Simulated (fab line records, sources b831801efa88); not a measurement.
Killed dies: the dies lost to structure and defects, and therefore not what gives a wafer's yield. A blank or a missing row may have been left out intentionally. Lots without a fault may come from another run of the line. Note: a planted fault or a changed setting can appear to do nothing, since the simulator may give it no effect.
Which tool did it? | flow sky130 | 6 lots with 18 wafers sampled at 2 steps, on a route of 708 steps

WHAT THE GAUGES SHOWED, per wafer
SKY_NWELL_RS_MEAS_29: uses a four-point probe to measure.
lot  | measured     | on           | NWELL_RS (ohm/sq)
L732 | day 6 06:40  | filmMetro-04 | 623.5 625.4 624.8
L735 | day 7 01:03  | filmMetro-03 | 625.7 624.0 623.3
L737 | day 7 11:26  | filmMetro-03 | 625.6 626.1 626.7
L739 | day 8 04:03  | filmMetro-01 | 627.6 626.9 627.2
L741 | day 8 20:09  | filmMetro-04 | 624.0 624.3 626.8
L748 | day 10 11:17 | filmMetro-01 | 628.5 627.5 628.8

EACH LOT AND THE TOOL THAT RAN IT (in order: tool; ch and the chambers of the sampled wafers; start)
lot  | SKY_DNWELL_DEHYDRATE_00
L732 | lithoTrack-04 ch 0, day 3 12:41
L735 | lithoTrack-04 ch 0, day 4 06:17
L737 | lithoTrack-03 ch 0, day 4 15:29
L739 | lithoTrack-01 ch 0, day 5 05:26
L741 | lithoTrack-04 ch 0, day 5 18:16
L748 | lithoTrack-04 ch 0, day 7 04:59
- SKY_DNWELL_DEHYDRATE_00: time 60 s.

THE ANSWER, worked out from the rows above alone
Rule: the usual values come from the lots themselves. The widest of any qualifying gaps counts: lots, ordered by their means at a reading, are off when they make up no more than a third of the lots, leave a main group of 4 or more, and stand apart from it by 3 or more times the standard deviation of that group's means. Not used: any main group whose means are identical at the precision the tables above print for the reading. Also off: a lot with no number at a reading for which 4 or more lots have one. The other lots that the step has rows for count as sound.
None of the lots is off at any reading shown; this tells nothing.

WHAT HAD BEEN PUT IN BY THE SIMULATOR
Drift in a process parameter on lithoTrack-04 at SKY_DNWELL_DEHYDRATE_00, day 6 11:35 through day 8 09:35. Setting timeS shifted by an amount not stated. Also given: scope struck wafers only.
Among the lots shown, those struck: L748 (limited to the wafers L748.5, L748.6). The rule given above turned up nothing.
